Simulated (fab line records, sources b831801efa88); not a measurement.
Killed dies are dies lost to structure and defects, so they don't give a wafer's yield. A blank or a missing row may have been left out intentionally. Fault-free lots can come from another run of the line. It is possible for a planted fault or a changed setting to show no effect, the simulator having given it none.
fab line records | flow sky130
record: lots: 5 wafers: 15 last_day: 50
route steps=708 shown NWELL@77 PWDE@84 VT_ADJUST_HVTP@85 VT_ADJUST_LVTN@97
lots untouched by any fault: they come from a run of this same line in which no faults occurred
start_h: hours from the record's first day to the start of the lot's first wafer shown | wait_h: hours from the lot's prior step to this one | " unchanged from the row above | L1.1+2: several wafers, shown together as one row | - either no value or no given start | * or withheld: withheld | < > ~ a bound
route shown NAME@n: names a module that has steps shown in the file, with the first one's number in the route | usual: mean and standard deviation over wafers with no fault | same: alike in all rows | chamber/n: place in a boat | sites: readings site by site | _std_site: their standard deviation | _edge_site: inner sites' mean taken away from outer sites' mean | radius_mm: how far each site lies from the wafer's centre | mask NAME#n: copy n | behind: the last tool/chamber to shape the wafer | hold: why the lot went on hold/how many hours it stayed there/how the hold came to an end | device: which transistor (n, p or np) failed to switch | end of line: tests of these same wafers at the route's end | where a step has no rows: the recipe by itself | killed: at the first sort, the dies lost to defects and structure; wafer yield is something else | map: dies across one wafer; x = killed, . = not, _ = none there
set.NAME: setting as actually run; set.NAME@STEP: the setting as run at that earlier step | model.NAME: the simulator's own value behind a step, which no gauge read
lots at some steps of the route; a table a step, a row a wafer
services: from which hour (start_h, from the record's first day; less than 0 if before it) a tool's chamber was out of use, for how many hours, and why
== steps ==
step: SKY_NWELL_IMPLANT_24
recipe: species: B energy_kev: 140 dose_cm2: 9.2e+12 tilt_deg: withheld
step: SKY_NWELL_STRIP_25
recipe: chemistry: O2/N2 power_w: 1400 pressure_mtorr: 1500 platen_temp_c: withheld o2_flow_sccm: 3000 n2_flow_sccm: 300 overash_fraction: 0.5
usual: drypump_motor_current_A: 5.75/0.17 oes_product_au: 0.723/0.0048 strip_time_to_endpoint_s: 36.93/0.11
columns lot.wafer tool chamber start_h wait_h drypump_motor_current_A oes_product_au rf_hours_counter_h strip_time_to_endpoint_s
L992.3 plasma_asher-01 1 128.52 0.1 5.94 0.727 - 36.87
L992.4 " 0 " " 5.92 0.720 - 36.72
L992.6 " 0 " " 5.92 0.721 - 36.93
L999.1 plasma_asher-04 1 158.61 0.1 5.60 0.731 4 37.03
L999.4 " 1 " " 5.59 0.725 - 37.11
L999.5 " 0 " " 5.65 0.732 - 37.12
L108.1 plasma_asher-02 0 211.68 0.1 5.82 0.723 55 36.88
L108.2 " 1 " " 5.54 0.727 55 36.80
L108.6 " 1 " " 5.55 0.727 - 36.85
L112.1 plasma_asher-04 0 240.31 0.1 5.64 0.716 13 37.05
L112.3 " 0 " " 5.68 0.725 - 36.93
L112.6 " 1 " " 5.61 0.718 - 36.98
L113.1 plasma_asher-02 1 245.96 0.1 5.52 0.721 59 37.09
L113.2 " 0 " " 5.75 0.725 59 37.04
L113.3 " 0 " " 5.77 0.726 - 36.98
step: SKY_NWELL_TW_MEAS_26
usual: NWELL_2_TW: 490.2/2.5
columns lot.wafer tool chamber start_h wait_h NWELL_2_TW
L992.3 film_metro-01 - 128.60 0.1 489.5
L992.4 " - " " 492.2
L992.6 " - " " 490.7
L999.1 film_metro-04 - 158.71 0.1 486.9
L999.4 " - " " 491.9
L999.5 " - " " 489.6
L108.1 film_metro-04 - 211.78 0.1 490.2
L108.2 " - " " 492.0
L108.6 " - " " 490.4
L112.1 film_metro-04 - 240.41 0.1 487.2
L112.3 " - " " 486.8
L112.6 " - " " 487.0
L113.1 film_metro-04 - 246.06 0.1 486.2
L113.2 " - " " 486.6
L113.3 " - " " 487.4
step: SKY_NWELL_CLEAN_27
recipe: chemistry: SC1/SC2 mix: 1:4:20 temp_c: 70 time_s: 150 dry: n2_spin
step: SKY_NWELL_RTA_28
recipe: temp_c: 1050 time_s: 30 idle_temp_c: 650 ramp_up_c_per_s: 150 ramp_down_c_per_s: 90 ambient: N2
usual: lamp_power_pct: 25.31/0.055 ramp_down_c_per_s: 90.000/0.015 ramp_up_c_per_s: 150.00/0.028 wafer_temp_C_max: 1054.9/0.85
columns lot.wafer tool chamber start_h wait_h lamp_power_pct ramp_down_c_per_s ramp_up_c_per_s wafer_temp_C_max
L992.3 rtp_anneal-01 0 128.76 0.1 25.30 89.988 150.01 1054.2
L992.4 " 0 " " 25.33 89.986 150.05 1056.2
L992.6 " 0 " " 25.27 90.001 149.99 1053.9
L999.1 rtp_anneal-02 0 158.83 0.0 25.21 89.981 150.04 1054.8
L999.4 " 0 " " 25.32 89.982 149.99 1055.6
L999.5 " 0 " " 25.26 90.022 149.97 1054.4
L108.1 rtp_anneal-01 0 211.89 0.0 25.30 89.990 149.97 1055.5
L108.2 " 0 " " 25.31 89.992 149.99 1055.7
L108.6 " 0 " " 25.32 89.981 149.99 1054.6
L112.1 rtp_anneal-01 0 240.52 0.0 25.33 90.017 150.02 1056.3
L112.3 " 0 " " 25.35 90.001 150.03 1055.8
L112.6 " 0 " " 25.31 90.024 149.97 1056.3
L113.1 rtp_anneal-02 0 246.17 0.0 25.29 89.999 149.98 1055.4
L113.2 " 0 " " 25.29 89.992 149.97 1053.2
L113.3 " 0 " " 25.26 89.986 149.96 1053.8
step: SKY_NWELL_RS_MEAS_29
recipe: thk_meas_gauge: four-point-probe
usual: NWELL_RS: 624.5/1.5
columns lot.wafer tool chamber start_h wait_h NWELL_RS[ohm/sq]
L992.3 film_metro-04 - 128.94 0.1 622.0
L992.4 " - " " 622.5
L992.6 " - " " 622.4
L999.1 film_metro-01 - 158.93 0.1 626.8
L999.4 " - " " 625.0
L999.5 " - " " 625.6
L108.1 film_metro-01 - 211.99 0.1 627.9
L108.2 " - " " 627.5
L108.6 " - " " 624.3
L112.1 film_metro-01 - 240.62 0.1 627.5
L112.3 " - " " 625.6
L112.6 " - " " 624.3
L113.1 film_metro-03 - 246.27 0.1 624.1
L113.2 " - " " 623.3
L113.3 " - " " 622.8
step: SKY_NWELL_RS_MEAS_31
recipe: thk_meas_gauge: four-point-probe
usual: PWDE_RS: 5272/16
columns lot.wafer tool chamber start_h wait_h PWDE_RS[ohm/sq]
L992.3 film_metro-04 - 129.18 0.1 5286
L992.4 " - " " 5254
L992.6 " - " " 5271
L999.1 film_metro-01 - 159.17 0.1 5293
L999.4 " - " " 5301
L999.5 " - " " 5291
L108.1 film_metro-01 - 212.23 0.1 5270
L108.2 " - " " 5267
L108.6 " - " " 5277
L112.1 film_metro-01 - 240.86 0.1 5275
L112.3 " - " " 5274
L112.6 " - " " 5273
L113.1 film_metro-03 - 246.51 0.1 5301
L113.2 " - " " 5293
L113.3 " - " " 5297
step: SKY_VT_ADJUST_HVTP_DEHYDRATE_00
recipe: temp_c: 200 time_s: 60
step: SKY_VT_ADJUST_HVTP_HMDS_01
recipe: prime_time_s: 60 prime_temp_c: 120
step: SKY_VT_ADJUST_HVTP_COAT_02
recipe: resist: NOVOLAK spin_rpm: 3000 resist_thk_nm: 1140
step: SKY_VT_ADJUST_HVTP_SOFTBAKE_03
recipe: temp_c: 90 time_s: 60 resist: NOVOLAK
step: SKY_VT_ADJUST_HVTP_EXPOSE_04
recipe: mask_id: HVTPM na: 0.6 source_shape: conventional sigma_outer: 0.6 polarization: unpolarized target_cd_nm: 380 dose_mj: 140
columns lot.wafer tool chamber start_h wait_h mask
L992.3+4+6 iline_stepper-02 0 138.70 - HVTPM#0
L999.1+4+5 iline_stepper-01 0 169.70 - HVN_STD_DERIVED#0
L108.1+2+6 iline_stepper-02 0 223.20 - HVTPM#0
L112.1+3+6 iline_stepper-01 0 251.19 - HVTPM#0
L113.1+2+3 iline_stepper-02 0 258.54 - HVTPM#0
step: SKY_VT_ADJUST_HVTP_PEB_05
recipe: temp_c: withheld time_s: * resist: NOVOLAK
step: SKY_VT_ADJUST_HVTP_DEVELOP_06
recipe: resist: NOVOLAK developer: TMAH develop_time_s: 60 dev_temp_c: 23
step: SKY_VT_ADJUST_HVTP_CD_MEAS_07
recipe: target_cd_nm: 380
usual: cd_nm: 380.5/2.4
columns lot.wafer tool chamber start_h wait_h cd_nm
L992.3 cd_sem-02 - 148.67 0.1 380.6
L992.4 " - " " 383.0
L992.6 " - " " 381.1
L999.1 cd_sem-02 - 179.70 0.1 -
L999.4 " - " " -
L999.5 " - " " -
L108.1 cd_sem-01 - 234.38 0.1 377.6
L108.2 " - " " 376.5
L108.6 " - " " 378.3
L112.1 cd_sem-02 - 263.64 0.1 377.5
L112.3 " - " " 379.4
L112.6 " - " " 377.9
L113.1 cd_sem-02 - 270.54 0.1 378.7
L113.2 " - " " 376.9
L113.3 " - " " 375.6
step: SKY_VT_ADJUST_HVTP_OVL_MEAS_08
usual: VT_ADJUST_HVTP_OVL: -0.5/1.6
columns lot.wafer tool chamber start_h wait_h VT_ADJUST_HVTP_OVL[nm]
L992.3 overlay-01 - 148.76 0.1 -3.7
L992.4 " - " " -3.1
L992.6 " - " " -3.0
L999.1 overlay-01 - 179.82 0.1 -
L999.4 " - " " -
L999.5 " - " " -
L108.1 overlay-02 - 234.50 0.1 0.5
L108.2 " - " " 0.2
L108.6 " - " " 1.1
L112.1 overlay-01 - 263.76 0.1 -0.6
L112.3 " - " " 1.0
L112.6 " - " " -0.5
L113.1 overlay-02 - 270.66 0.1 -2.0
L113.2 " - " " -0.8
L113.3 " - " " -0.7
step: SKY_VT_ADJUST_HVTP_IMPLANT_09
recipe: species: As energy_kev: 150 dose_cm2: 4.3e+12 tilt_deg: withheld
step: SKY_VT_ADJUST_HVTP_STRIP_10
recipe: chemistry: O2/N2 power_w: 1400 pressure_mtorr: 1500 platen_temp_c: withheld o2_flow_sccm: 3000 n2_flow_sccm: 300 overash_fraction: 0.5
usual: drypump_motor_current_A: 5.5/0.39 oes_product_au: 0.716/0.0046 strip_time_to_endpoint_s: 14.17/0.05
columns lot.wafer tool chamber start_h wait_h drypump_motor_current_A oes_product_au rf_hours_counter_h strip_time_to_endpoint_s
L992.3 plasma_asher-01 1 148.97 0.1 6.0 0.724 - 14.20
L992.4 " 0 " " 5.9 0.718 - 14.18
L992.6 " 0 " " 5.9 0.714 - 14.20
L999.1 plasma_asher-02 1 180.00 0.1 5.5 0.713 52 14.13
L999.4 " 1 " " 5.5 0.713 - 14.08
L999.5 " 0 " " 5.8 0.716 - 14.14
L108.1 plasma_asher-03 0 234.68 0.1 4.9 0.718 40 14.11
L108.2 " 1 " " 5.2 0.711 40 14.08
L108.6 " 0 " " 4.9 0.714 - 14.05
L112.1 plasma_asher-02 1 263.95 0.1 5.6 0.715 60 14.25
L112.3 " 0 " " 5.8 0.723 - 14.21
L112.6 " 0 " " 5.8 0.712 - 14.25
L113.1 plasma_asher-02 1 270.85 0.1 5.5 0.709 61 14.21
L113.2 " 0 " " 5.8 0.711 61 14.22
L113.3 " 1 " " 5.5 0.710 - 14.26
step: SKY_VT_ADJUST_HVTP_TW_MEAS_11
usual: VT_ADJUST_HVTP_TW: 1338/6
columns lot.wafer tool chamber start_h wait_h VT_ADJUST_HVTP_TW
L992.3 film_metro-02 - 149.05 0.1 1333
L992.4 " - " " 1334
L992.6 " - " " 1347
L999.1 film_metro-01 - 180.10 0.1 29
L999.4 " - " " 30
L999.5 " - " " 30
L108.1 film_metro-04 - 234.78 0.1 1354
L108.2 " - " " 1349
L108.6 " - " " 1348
L112.1 film_metro-04 - 264.05 0.1 1342
L112.3 " - " " 1338
L112.6 " - " " 1342
L113.1 film_metro-04 - 270.95 0.1 1339
L113.2 " - " " 1332
L113.3 " - " " 1335
step: SKY_VT_ADJUST_LVTN_DEHYDRATE_00
recipe: temp_c: 200 time_s: 60
step: SKY_VT_ADJUST_LVTN_HMDS_01
recipe: prime_time_s: 60 prime_temp_c: 120
step: SKY_VT_ADJUST_LVTN_COAT_02
recipe: spin_rpm: 2000 resist_thk_nm: 3000
step: SKY_VT_ADJUST_LVTN_SOFTBAKE_03
recipe: temp_c: 110 time_s: withheld
step: SKY_VT_ADJUST_LVTN_EXPOSE_04
recipe: mask_id: NWM_COMPLEMENT_LESS_NATIVE na: 0.6 source_shape: conventional sigma_outer: 0.6 polarization: unpolarized target_cd_nm: 840 dose_mj: 194
step: SKY_VT_ADJUST_LVTN_PEB_05
recipe: temp_c: 115 time_s: withheld
step: SKY_VT_ADJUST_LVTN_DEVELOP_06
recipe: wall_angle_deg: 90 developer: TMAH develop_time_s: 60 dev_temp_c: 23
step: SKY_VT_ADJUST_LVTN_OVL_MEAS_07
usual: VT_ADJUST_LVTN_OVL: 0.3/1.4
columns lot.wafer tool chamber start_h wait_h VT_ADJUST_LVTN_OVL[nm]
L992.3 overlay-02 - 168.96 - 2.4
L992.4 " - " " 1.2
L992.6 " - " " 0.4
L999.1 overlay-01 - 201.05 - 0.3
L999.4 " - " " 1.6
L999.5 " - " " 0.4
L108.1 overlay-02 - 257.83 - 0.8
L108.2 " - " " 0.7
L108.6 " - " " 0.2
L112.1 overlay-02 - 288.49 - -1.4
L112.3 " - " " 0.2
L112.6 " - " " -0.2
L113.1 overlay-02 - 294.94 - 0.3
L113.2 " - " " -1.4
L113.3 " - " " -0.8
step: SKY_VT_ADJUST_LVTN_IMPLANT_08
recipe: species: B energy_kev: 30 dose_cm2: 1.57e+12 tilt_deg: withheld
step: SKY_VT_ADJUST_LVTN_STRIP_09
recipe: chemistry: O2/N2 power_w: 1400 pressure_mtorr: 1500 platen_temp_c: withheld o2_flow_sccm: 3000 n2_flow_sccm: 300 overash_fraction: 0.5
usual: drypump_motor_current_A: 5.6/0.4 oes_product_au: 0.722/0.0045 strip_time_to_endpoint_s: 36.92/0.11
columns lot.wafer tool chamber start_h wait_h drypump_motor_current_A oes_product_au rf_hours_counter_h strip_time_to_endpoint_s
L992.3 plasma_asher-01 0 169.16 0.1 6.0 0.725 - 36.94
L992.4 " 1 " " 6.0 0.724 - 37.07
L992.6 " 1 " " 6.0 0.729 - 36.91
L999.1 plasma_asher-01 0 201.24 0.1 5.9 0.729 53 36.81
L999.4 " 1 " " 5.9 0.714 - 36.77
L999.5 " 1 " " 6.0 0.724 - 36.87
L108.1 plasma_asher-04 1 258.01 0.1 5.6 0.730 14 36.96
L108.2 " 0 " " 5.7 0.718 14 36.93
L108.6 " 0 " " 5.7 0.721 - 36.96
L112.1 plasma_asher-01 0 288.68 0.1 6.0 0.725 62 36.92
L112.3 " 0 " " 6.0 0.726 - 37.00
L112.6 " 1 " " 5.9 0.728 - 37.00
L113.1 plasma_asher-01 0 295.13 0.1 6.0 0.715 63 36.99
L113.2 " 1 " " 6.0 0.723 63 36.94
L113.3 " 1 " " 5.9 0.719 - 36.93
step: SKY_VT_ADJUST_LVTN_TW_MEAS_10
usual: VT_ADJUST_LVTN_TW: 238.6/1
columns lot.wafer tool chamber start_h wait_h VT_ADJUST_LVTN_TW
L992.3 film_metro-02 - 169.25 0.1 238.9
L992.4 " - " " 238.0
L992.6 " - " " 238.5
L999.1 film_metro-04 - 201.34 0.1 239.4
L999.4 " - " " 238.6
L999.5 " - " " 240.1
L108.1 film_metro-04 - 258.11 0.1 236.6
L108.2 " - " " 236.0
L108.6 " - " " 237.3
L112.1 film_metro-02 - 288.78 0.1 238.3
L112.3 " - " " 238.8
L112.6 " - " " 239.6
L113.1 film_metro-02 - 295.23 0.1 238.5
L113.2 " - " " 237.9
L113.3 " - " " 238.2
step: SKY_VT_ADJUST_LVTN_DEHYDRATE_11
recipe: temp_c: 200 time_s: 60
step: SKY_VT_ADJUST_LVTN_HMDS_12
recipe: prime_time_s: 60 prime_temp_c: 120
step: SKY_VT_ADJUST_LVTN_COAT_13
recipe: resist: NOVOLAK spin_rpm: 3000 resist_thk_nm: 1140
step: SKY_VT_ADJUST_LVTN_SOFTBAKE_14
recipe: temp_c: 90 time_s: 60 resist: NOVOLAK
step: SKY_VT_ADJUST_LVTN_EXPOSE_15
recipe: mask_id: HVN_STD_DERIVED na: 0.6 source_shape: conventional sigma_outer: 0.6 polarization: unpolarized target_cd_nm: 600 dose_mj: 163
step: SKY_VT_ADJUST_LVTN_PEB_16
recipe: temp_c: withheld time_s: * resist: NOVOLAK
step: SKY_VT_ADJUST_LVTN_DEVELOP_17
recipe: resist: NOVOLAK developer: TMAH develop_time_s: 60 dev_temp_c: 23
step: SKY_VT_ADJUST_LVTN_OVL_MEAS_18
usual: VT_ADJUST_LVTN_01_OVL: 0.7/1.2
columns lot.wafer tool chamber start_h wait_h VT_ADJUST_LVTN_01_OVL[nm]
L992.3 overlay-02 - 189.59 0.1 0.8
L992.4 " - " " 1.8
L992.6 " - " " -0.1
L999.1 overlay-01 - 223.35 0.1 -0.8
L999.4 " - " " -1.2
L999.5 " - " " -0.3
L108.1 overlay-02 - 281.89 0.1 0.5
L108.2 " - " " 1.7
L108.6 " - " " 3.3
L112.1 overlay-01 - 313.68 0.1 -1.7
L112.3 " - " " 0.8
L112.6 " - " " -1.3
L113.1 overlay-01 - 319.69 0.1 1.3
L113.2 " - " " 0.9
L113.3 " - " " 2.5
step: SKY_VT_ADJUST_LVTN_IMPLANT_19
recipe: species: B energy_kev: 30 dose_cm2: 6.5e+11 tilt_deg: withheld
step: SKY_VT_ADJUST_LVTN_STRIP_20
recipe: chemistry: O2/N2 power_w: 1400 pressure_mtorr: 1500 platen_temp_c: withheld o2_flow_sccm: 3000 n2_flow_sccm: 300 overash_fraction: 0.5
usual: drypump_motor_current_A: 5.4/0.41 oes_product_au: 0.716/0.0048 strip_time_to_endpoint_s: 14.17/0.041
columns lot.wafer tool chamber start_h wait_h drypump_motor_current_A oes_product_au rf_hours_counter_h strip_time_to_endpoint_s
L992.3 plasma_asher-01 0 189.80 0.1 5.9 0.714 - 14.18
L992.4 " 1 " " 6.0 0.710 - 14.18
L992.6 " 1 " " 5.9 0.713 - 14.24
L999.1 plasma_asher-01 0 223.54 0.1 5.9 0.710 55 14.15
L999.4 " 0 " " 5.9 0.714 - 14.10
L999.5 " 1 " " 6.0 0.711 - 14.16
L108.1 plasma_asher-03 1 282.08 0.1 5.2 0.720 44 14.10
L108.2 " 0 " " 4.9 0.717 44 14.11
L108.6 " 0 " " 4.9 0.717 - 14.13
L112.1 plasma_asher-03 0 313.86 0.1 4.9 0.715 48 14.22
L112.3 " 0 " " 4.9 0.714 - 14.21
L112.6 " 1 " " 5.2 0.712 - 14.23
L113.1 plasma_asher-03 1 319.88 0.1 5.2 0.720 49 14.18
L113.2 " 0 " " 4.9 0.706 49 14.20
L113.3 " 0 " " 4.9 0.707 - 14.22
step: SKY_VT_ADJUST_LVTN_TW_MEAS_21
usual: VT_ADJUST_LVTN_2_TW: 186.0/0.94
columns lot.wafer tool chamber start_h wait_h VT_ADJUST_LVTN_2_TW
L992.3 film_metro-02 - 189.88 0.1 186.1
L992.4 " - " " 185.4
L992.6 " - " " 185.5
L999.1 film_metro-04 - 223.64 0.1 1347.9
L999.4 " - " " 1341.8
L999.5 " - " " 1342.2
L108.1 film_metro-03 - 282.18 0.1 187.2
L108.2 " - " " 185.6
L108.6 " - " " 185.6
L112.1 film_metro-04 - 313.96 0.1 185.1
L112.3 " - " " 185.0
L112.6 " - " " 185.8
L113.1 film_metro-02 - 319.98 0.1 185.9
L113.2 " - " " 186.4
L113.3 " - " " 186.1
== services ==
columns tool chamber start_h hours kind
iline_stepper-01 - 105.91 1.7 pm
plasma_asher-04 - 108.75 9.0 pm
plasma_asher-04 0 108.75 9.0 vent_cycle
plasma_asher-04 1 108.75 9.0 vent_cycle
plasma_asher-04 0 117.75 - clean
plasma_asher-03 - 131.21 14.6 pm
iline_stepper-01 - 133.70 2.1 pm
iline_stepper-01 - 135.84 9.6 repair
plasma_asher-03 - 155.23 1.2 repair
plasma_asher-03 - 156.31 2.3 repair
plasma_asher-02 - 183.08 1.3 repair
plasma_asher-02 - 192.57 2.1 repair
plasma_asher-03 - 220.43 4.1 repair
iline_stepper-01 - 220.87 4.4 pm
iline_stepper-02 - 228.51 20.8 repair
rtp_anneal-01 - 229.03 0.9 repair
plasma_asher-02 - 253.98 0.7 repair
iline_stepper-02 - 254.03 1.7 pm
plasma_asher-04 - 260.05 2.1 repair
plasma_asher-03 - 261.82 1.4 repair
iline_stepper-01 - 265.24 6.6 repair
plasma_asher-04 - 279.58 28.1 pm
iline_stepper-02 - 297.89 3.7 repair
plasma_asher-04 - 317.54 29.5 repair
== key ==
first_sign: step: SKY_VT_ADJUST_HVTP_EXPOSE_04 reading: mask direction: changed
effect: step: SKY_VT_ADJUST_HVTP_CD_MEAS_07 reading: cd_nm direction: missing
effect: step: SKY_VT_ADJUST_HVTP_OVL_MEAS_08 reading: VT_ADJUST_HVTP_OVL direction: missing
effect: step: SKY_VT_ADJUST_HVTP_TW_MEAS_11 reading: VT_ADJUST_HVTP_TW direction: down sigmas: 99+ usual: 1338 struck: 29
effect: step: SKY_VT_ADJUST_LVTN_TW_MEAS_21 reading: VT_ADJUST_LVTN_2_TW direction: up sigmas: 99+ usual: 186.0 struck: 1343.9
met_at SKY_VT_ADJUST_HVTP_EXPOSE_04
struck_wafers L999.1,L999.4,L999.5
sort_left_out L999.1,L999.4,L999.5
tester_left_out L999
fault: kind: wrong_mask tool: any chamber: - onset_h: 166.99 steps: SKY_VT_ADJUST_HVTP_EXPOSE_04 aux_copy: HVN_STD_DERIVED#0 scope: struck_lots_only
tester_left_out: of these lots the tester's yield and bins aren't shown, on N5 and GAA mostly nor the transistor test; their killed dies are dies lost to structure and defects alone, not to doping, threshold or leakage, so they don't give the yield
sort_left_out: the simulated sort isn't trusted on such a fault, so these wafers' sort isn't shown, and their yield isn't known
